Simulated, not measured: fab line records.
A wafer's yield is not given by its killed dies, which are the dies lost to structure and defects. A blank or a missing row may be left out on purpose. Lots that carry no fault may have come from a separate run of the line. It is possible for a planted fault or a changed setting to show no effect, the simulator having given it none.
Check of tool commonality    flow sky130    Lots sampled 12, wafers sampled 36

## REASON FOR OPENING
2 of 12 lots carry a flag on the reading PWDE_TW at SKY_PWDE_TW_MEAS_10. Fault-free wafers read 373.2, with a standard deviation of 1.9.
Rule: flag the lot when none of its wafers has a number, or when each of its wafers that has one lies beyond 4 standard deviations from that mean. All remaining lots are regarded as sound.

lot   measured     on             PWDE_TW, wafer by wafer  flag
L407  day 4 02:18  film-metro-02  372.2 372.3 371.1        
L410  day 4 23:37  film-metro-04  428.3 424.2 424.2        FLAGGED
L411  day 5 02:55  film-metro-03  374.7 376.4 374.3        
L413  day 5 15:04  film-metro-03  428.7 430.0 431.0        FLAGGED
L421  day 7 09:19  film-metro-04  375.3 373.6 373.9        
L422  day 7 15:18  film-metro-02  370.4 370.6 370.2        
L423  day 7 18:40  film-metro-03  375.6 374.9 373.3        
L424  day 8 04:43  film-metro-04  374.3 374.1 373.7        
L425  day 8 10:16  film-metro-03  374.8 376.9 375.4        
L426  day 8 13:43  film-metro-04  373.5 373.1 371.0        
L427  day 8 18:57  film-metro-03  375.2 374.9 375.6        
L429  day 9 05:17  film-metro-04  373.1 372.7 371.2        
The numbers of the flagged lots are 427.7 on average: +54.5 against the usual, or +29 standard deviations.

## EACH LOT AND THE TOOL IT RAN ON
The record holds 2 process steps before the reading, out of a route of 708 steps. Read each cell as the tool, then ch plus the chambers that the sampled wafers visited, then the start.
lot   flag     SKY_FIELD_ISO_STRIP_16               SKY_PWDE_IMPLANT_08
L407           plasma-asher-03 ch 0,1, day 2 10:43  implanter-03 ch 0, day 4 02:03
L410  FLAGGED  plasma-asher-01 ch 0,1, day 3 04:35  implanter-03 ch 0, day 4 23:24
L411           plasma-asher-01 ch 0,1, day 3 07:07  implanter-01 ch 0, day 5 02:41
L413  FLAGGED  plasma-asher-02 ch 0,1, day 3 18:27  implanter-03 ch 0, day 5 14:50
L421           plasma-asher-03 ch 0,1, day 5 10:16  implanter-01 ch 0, day 7 09:04
L422           plasma-asher-02 ch 0,1, day 5 16:21  implanter-01 ch 0, day 7 15:03
L423           plasma-asher-01 ch 0,1, day 5 21:28  implanter-04 ch 0, day 7 18:25
L424           plasma-asher-03 ch 1, day 6 06:30    implanter-03 ch 0, day 8 04:29
L425           plasma-asher-03 ch 0,1, day 6 10:55  implanter-04 ch 0, day 8 10:02
L426           plasma-asher-02 ch 0,1, day 6 13:35  implanter-03 ch 0, day 8 13:31
L427           plasma-asher-01 ch 0,1, day 6 18:07  implanter-04 ch 0, day 8 18:42
L429           plasma-asher-01 ch 0,1, day 7 03:52  implanter-03 ch 0, day 9 05:02
What is done by these steps:
- SKY_FIELD_ISO_STRIP_16: strips in O2/N2.
- SKY_PWDE_IMPLANT_08
- SKY_PWDE_TW_MEAS_10

## FLAGGED AGAINST TOTAL, ONE TOOL AT A TIME (gauges that did the reading follow at the end)
step                    tool             lots run  flagged  share of the flagged lots  sound lots run after its first flagged lot
SKY_FIELD_ISO_STRIP_16  plasma-asher-01  5         1        some                       4 (L411,L423,L427,L429)
SKY_FIELD_ISO_STRIP_16  plasma-asher-02  3         1        some                       2 (L422,L426)
SKY_FIELD_ISO_STRIP_16  plasma-asher-03  4         0        none                       -
SKY_PWDE_IMPLANT_08     implanter-01     3         0        none                       -
SKY_PWDE_IMPLANT_08     implanter-03     6         2        all                        3 (L424,L426,L429)
SKY_PWDE_IMPLANT_08     implanter-04     3         0        none                       -
SKY_PWDE_TW_MEAS_10     film-metro-02    2         0        none                       -
SKY_PWDE_TW_MEAS_10     film-metro-03    5         1        some                       3 (L423,L425,L427)
SKY_PWDE_TW_MEAS_10     film-metro-04    5         1        some                       4 (L421,L424,L426,L429)

## THE TABLE: WHAT IT ALLOWS
Rows of the table that ran each flagged lot: 1, that is implanter-03 at SKY_PWDE_IMPLANT_08.
- implanter-03 at SKY_PWDE_IMPLANT_08 ran 6 lots, 2 of them flagged. Sound lots ran on it after the first flagged one (L424, L426, L429), which a lasting fault on the whole tool wouldn't allow. Its own readings lie more than 4 standard deviations out on every wafer of the flagged lots: dose-ions-cm2, faraday-current-uA.
No row of the table ran every flagged lot and no sound lot after the first.

## WHAT THE SIMULATOR PUT IN
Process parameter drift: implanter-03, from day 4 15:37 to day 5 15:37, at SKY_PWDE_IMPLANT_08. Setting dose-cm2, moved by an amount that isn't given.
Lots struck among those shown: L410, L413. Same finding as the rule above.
